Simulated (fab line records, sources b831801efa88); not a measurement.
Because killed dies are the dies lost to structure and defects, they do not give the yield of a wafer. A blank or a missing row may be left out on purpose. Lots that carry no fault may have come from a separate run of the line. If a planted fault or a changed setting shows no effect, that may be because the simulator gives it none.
Which tool did it? -- flow sfqLine -- route of 325 steps, sampled at 1 step: 14 lots, 42 wafers

== WHAT THE GAUGES SHOWED, per wafer ==
The record holds no reading of a measuring or inspecting step that can be judged against a usual standard deviation.

== TOOL THAT RAN EACH LOT (tool first, then ch and the chambers of the sampled wafers, then the start) ==
lot,SFQ_TRILAYER_I2_VIA_LITHO_PEB_070
L588,"lithoTrack-03 ch 0, day 22 07:29"
L589,"lithoTrack-03 ch 0, day 22 12:13"
L590,"lithoTrack-02 ch 0, day 22 13:30"
L592,"lithoTrack-02 ch 0, day 24 14:29"
L596,"lithoTrack-01 ch 0, day 27 19:08"
L598,"lithoTrack-01 ch 0, day 28 15:01"
L599,"lithoTrack-03 ch 0, day 29 00:23"
L600,"lithoTrack-03 ch 0, day 29 09:59"
L601,"lithoTrack-01 ch 0, day 29 12:27"
L604,"lithoTrack-01 ch 0, day 30 13:16"
L607,"lithoTrack-03 ch 0, day 31 14:53"
L608,"lithoTrack-01 ch 0, day 31 17:18"
L609,"lithoTrack-03 ch 0, day 32 04:03"
L610,"lithoTrack-03 ch 0, day 32 06:32"
- SFQ_TRILAYER_I2_VIA_LITHO_PEB_070: peb time 60 s.

== WHAT THE TOOLS THEMSELVES READ (means of the sampled wafers that have a number; where no wafer has one, the mark that the record gives instead) ==
SFQ_TRILAYER_I2_VIA_LITHO_PEB_070. Usual: heaterPowerTotalW 79.14 W, standard deviation 0.077; plateTempC 115.03 C, standard deviation 0.12.
lot,tool,heaterPowerTotalW (W),plateTempC (C),flag
L588,lithoTrack-03,79.18,114.91,
L589,lithoTrack-03,79.14,114.98,
L590,lithoTrack-02,79.17,115.10,
L592,lithoTrack-02,79.11,115.04,
L596,lithoTrack-01,79.19,115.08,
L598,lithoTrack-01,79.17,115.03,
L599,lithoTrack-03,67.93,102.69,OFF
L600,lithoTrack-03,67.88,102.68,OFF
L601,lithoTrack-01,79.13,115.00,
L604,lithoTrack-01,79.08,115.12,
L607,lithoTrack-03,79.21,114.91,
L608,lithoTrack-01,79.13,115.09,
L609,lithoTrack-03,79.17,115.06,
L610,lithoTrack-03,79.11,114.92,

== THE ANSWER, worked out from the rows above alone ==
Rule: lot off if the mean of its wafers having a number is beyond 3 standard deviations from the usual mean. Also off: a lot with no number at a reading for which 4 or more lots have one. The other lots that the step has rows for count as sound. Order of review: gauges by route order, followed by the tools' own readings, for which a lot's mean as printed above is used. The first step at which some lot is off is used, and at that step the reading that is off furthest; a lot without a number counts as furthest.
Off, at SFQ_TRILAYER_I2_VIA_LITHO_PEB_070 on heaterPowerTotalW: L599, L600.
If a tool, at that step or one of the process steps before it, ran each lot that is off and ran no sound lot following the first of them, it fits. Of those tried, none fits.

== WHAT THE SIMULATOR HAD INSERTED ==
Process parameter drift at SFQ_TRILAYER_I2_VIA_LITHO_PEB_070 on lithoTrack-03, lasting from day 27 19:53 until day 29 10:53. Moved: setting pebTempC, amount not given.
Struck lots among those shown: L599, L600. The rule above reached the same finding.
